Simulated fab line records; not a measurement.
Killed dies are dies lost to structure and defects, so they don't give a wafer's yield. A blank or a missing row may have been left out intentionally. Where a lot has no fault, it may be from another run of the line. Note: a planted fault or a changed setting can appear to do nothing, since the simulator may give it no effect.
8D (eight disciplines) problem report, filled in by code / flow sky130 / the parts of the form that need people (team, actions taken, sign-off) are left out

== 1. WHAT WENT WRONG ==
LOCAL_INTERCONNECT_TIN_RS at SKY_LOCAL_INTERCONNECT_RS_MEAS_01 reads a mean of 39.13 ohm/sq on 2 wafers of 1 lot; wafers without a fault read 14.09 ohm/sq with a standard deviation of 0.14. That is +99 or more standard deviations from the usual mean.
The step: measures by four-point-probe.
Seen first at day 34 11:43 on film-metro-04, wafer L246.4. The record holds 30 wafers of 10 lots with a number at this step. Rule for "out", or "out of limits": more than 4 standard deviations from the usual mean. The rest of the wafers with a number are treated as sound.

== 2. WHAT IT IS AND WHAT IT IS NOT ==
question=which readings at this step | is=LOCAL_INTERCONNECT_TIN_RS | is not=-
question=which lots | is=L246 | is not=L230, L233, L234, L235, L237, L239, L243, L251, L252
question=which wafers of those lots | is=L246.4, L246.6 | is not=L246.3
question=read on which gauges | is=film-metro-04 | is not=film-metro-02, film-metro-03
question=when | is=from day 34 11:43 | is not=up to then (22 sound wafers); but 6 sound wafers of L251, L252 came after

== 3. WHAT RULES OUT EACH SUSPECT ==
Counting: a tool at a process step up to the reading stays a suspect if it ran every lot that is out. Sound lots after the first of them don't rule it out here, since some wafers of a struck lot are sound.
- ruled out: the gauge at SKY_LOCAL_INTERCONNECT_RS_MEAS_01. All the wafers that are out were read on film-metro-04, but those of them that SKY_LOCAL_INTERCONNECT_METAL_ETCH_14 has rows for are out there too, on other tools.
- plasma-asher-01 at SKY_LI_CONTACT_STRIP_16 (strips in O2/N2): kept. It ran the lot that is out, L246 (day 34 10:37); its last sound lot up to then is L239 (day 32 12:28).
- pvd-sputter-02 at SKY_LOCAL_INTERCONNECT_SPUTTER_00 (material TiN, target thk 100 nm, time 83.3 s): kept. It ran the lot that is out, L246 (day 34 11:37); its last sound lot up to then is L239 (day 32 13:32).
- Within plasma-asher-01 at SKY_LI_CONTACT_STRIP_16, the wafers that are out were processed in chamber 0 and their sound lot-mates in chamber 1.
What counting leaves: plasma-asher-01 at SKY_LI_CONTACT_STRIP_16 and pvd-sputter-02 at SKY_LOCAL_INTERCONNECT_SPUTTER_00.

== 4. THE CAUSE (what the simulator had put in) ==
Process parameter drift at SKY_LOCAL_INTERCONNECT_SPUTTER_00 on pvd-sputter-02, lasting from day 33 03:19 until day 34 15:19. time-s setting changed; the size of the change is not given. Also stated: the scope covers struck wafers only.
This tool is one of the 2 suspects left after counting.

== 5. THE EFFECT CHAIN, in route order ==
Each row: a reading where the mean over the struck wafers with a number is more than 3 standard deviations away from the usual. Only readings for which the record gives a usual standard deviation are gone through. hours: the time from each lot's start at the first step in this table that gives one to its start at this step, as a median over the lots. sigmas: the change in usual standard deviations.
hours=0; step=SKY_LOCAL_INTERCONNECT_RS_MEAS_01; reading=LOCAL_INTERCONNECT_TIN_RS; usual=14.09 ohm/sq; on struck wafers=39.13; change=+25.04; sigmas=+99 or more
hours=0; step=SKY_LOCAL_INTERCONNECT_THK_MEAS_02; reading=LOCAL_INTERCONNECT_TIN_THK; usual=98.4 nm; on struck wafers=38.2; change=-60.2; sigmas=-55
hours=26; step=SKY_LOCAL_INTERCONNECT_METAL_ETCH_14; reading=oes-product-au; usual=0.942 a.u.; on struck wafers=0.594; change=-0.348; sigmas=-48
hours=26; step=SKY_LOCAL_INTERCONNECT_METAL_ETCH_14; reading=throttle-valve-pct; usual=21.899 %; on struck wafers=22.125; change=+0.226; sigmas=+23
Process steps it contains:
- SKY_LOCAL_INTERCONNECT_METAL_ETCH_14: etches TiN in Cl2/BCl3, stops on PSG, target depth 110 nm, time 31.4 s.

== 6. HOW IT WOULD HAVE BEEN CAUGHT EARLIER ==
In this record the first reading out of limits at a measuring or inspecting step was taken at day 34 11:43, 32 hours after the fault began at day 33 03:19.
Of the tool readings at SKY_LOCAL_INTERCONNECT_SPUTTER_00 for which the record gives a usual standard deviation, none was out on any struck wafer, so an alarm limit of 4 standard deviations on them would not have fired.
Lots out: 1; all had begun SKY_LOCAL_INTERCONNECT_SPUTTER_00 on pvd-sputter-02 by day 34 11:43. Tool hold at that time: it would have spared none of them.
